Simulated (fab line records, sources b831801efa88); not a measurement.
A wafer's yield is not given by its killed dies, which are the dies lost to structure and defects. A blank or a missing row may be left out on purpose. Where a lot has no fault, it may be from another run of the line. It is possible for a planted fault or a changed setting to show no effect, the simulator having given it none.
Chamber matching + flow sky130 + cmp-02 running SKY_VIA1_CMP_24: 4 sister chambers
The step polishes, stops on SiO2, t overpolish 15 s, target thk 0 nm. 8 wafers are shown with their chamber, then 9 later ones without.

WAFERS, EACH WITH ITS CHAMBER
| wafer  | chamber | motor-current-A (A) |
|--------|---------|---------------------|
| L905.1 | 1       | 12.9                |
| L905.3 | 0       | 12.4                |
| L915.4 | 1       | 12.7                |
| L917.1 | 0       | 11.5                |
| L917.3 | 3       | 9.9                 |
| L919.1 | 3       | 9.9                 |
| L919.2 | 2       | 12.7                |
| L919.5 | 2       | 13.1                |

WAFERS MISSING THEIR CHAMBER
| wafer  | motor-current-A (A) |
|--------|---------------------|
| L921.1 | 11.6                |
| L921.4 | 12.3                |
| L921.6 | 12.4                |
| L922.2 | 12.2                |
| L922.3 | 9.9                 |
| L922.6 | 12.3                |
| L923.2 | 11.5                |
| L923.3 | 12.9                |
| L923.6 | 12.6                |

WHICH CHAMBER EACH ONE RAN IN
| wafer  | from the rows above          | in truth |
|--------|------------------------------|----------|
| L921.1 | 0                            | 0        |
| L921.4 | can't be placed: 0 or 1 or 2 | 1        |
| L921.6 | can't be placed: 1 or 0 or 2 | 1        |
| L922.2 | can't be placed: 0 or 1 or 2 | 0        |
| L922.3 | 3                            | 3        |
| L922.6 | can't be placed: 0 or 1 or 2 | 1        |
| L923.2 | 0                            | 0        |
| L923.3 | can't be placed: 2 or 1      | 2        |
| L923.6 | can't be placed: 1 or 2 or 0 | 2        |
Placed correctly: 3 of 9. Unplaceable from these rows: 6, with the true chamber sitting among the candidates in 6. 0 placed wrongly.
How it was worked out, from the rows above alone: a wafer's distance from a chamber is the root of the sum, over the readings, of the square of ((its reading less the chamber's mean) divided by the reading's scatter). If the next closest chamber is less than 2 further off than the closest, the wafer can't be placed; otherwise it belongs to the closest. The mean given for a chamber averages the wafers shown for that chamber. The scatter: take each reading less its chamber's mean, square it, sum over the shown wafers, divide by the number of wafers less the number of chambers, and take the root.
